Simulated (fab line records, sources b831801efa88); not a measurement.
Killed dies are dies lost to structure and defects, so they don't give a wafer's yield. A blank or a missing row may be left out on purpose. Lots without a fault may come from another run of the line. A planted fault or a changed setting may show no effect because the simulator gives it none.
Which tool did it? | flow gf180mcu | 12 lots, 36 wafers sampled, at 2 steps of a route of 602

WHAT THE GAUGES READ, wafer by wafer
GF_M2_RS_MEAS_05: measures by four-point-probe.
lot  | measured     | on            | M2_ALCU_RS (ohm/sq)
L075 | day 18 16:13 | film_metro-03 | 0.0702 0.0698 0.0705
L077 | day 19 15:10 | film_metro-01 | 0.0698 0.0691 0.0703
L079 | day 20 08:17 | film_metro-02 | 0.0691 0.0693 0.0705
L081 | day 20 23:32 | film_metro-03 | 0.0696 0.0697 0.0698
L083 | day 21 12:53 | film_metro-03 | 0.0699 0.0715 0.0695
L085 | day 22 16:56 | film_metro-01 | 0.0702 0.0681 0.0699
L087 | day 23 02:18 | film_metro-03 | 0.0695 0.0699 0.0695
L089 | day 23 15:44 | film_metro-02 | 0.0704 0.0700 0.0699
L091 | day 24 08:46 | film_metro-02 | 0.0677 0.0679 0.0692
L093 | day 24 23:36 | film_metro-03 | 0.0703 0.0685 0.0679
L095 | day 25 20:59 | film_metro-02 | 0.0694 0.0703 0.0710
L097 | day 26 05:35 | film_metro-03 | 0.0690 0.0694 0.0697

WHICH TOOL RAN EACH LOT (tool, then ch and the chambers of the sampled wafers, then the start)
lot  | GF_M2_SPUTTER_01
L075 | pvd_sputter-04, day 18 16:06
L077 | pvd_sputter-02, day 19 15:01
L079 | pvd_sputter-03, day 20 08:09
L081 | pvd_sputter-03, day 20 23:24
L083 | pvd_sputter-03, day 21 12:44
L085 | pvd_sputter-02, day 22 16:49
L087 | pvd_sputter-03, day 23 02:10
L089 | pvd_sputter-03, day 23 15:37
L091 | pvd_sputter-02, day 24 08:39
L093 | pvd_sputter-02, day 24 23:28
L095 | pvd_sputter-03, day 25 20:52
L097 | pvd_sputter-03, day 26 05:28
- GF_M2_SPUTTER_01: material TiN, target thk 30 nm, time 25 s.

THE ANSWER, worked out from the rows above alone
Rule: what is usual is taken from the lots themselves. Put in order of their means at a reading, lots are off if they are a third of the lots or fewer, leave a main group of 4 or more, and stand apart from it by a gap of 3 or more times the standard deviation of the main group's means; of several such gaps the widest counts. A main group whose means are all the same, to the digits that the tables above print for the reading, isn't used. A lot without any number at a reading at which 4 lots or more have one is off too. The other lots that the step has rows for count as sound.
No lot is off at any reading shown: from this, nothing can be told.

WHAT THE SIMULATOR HAD PUT IN
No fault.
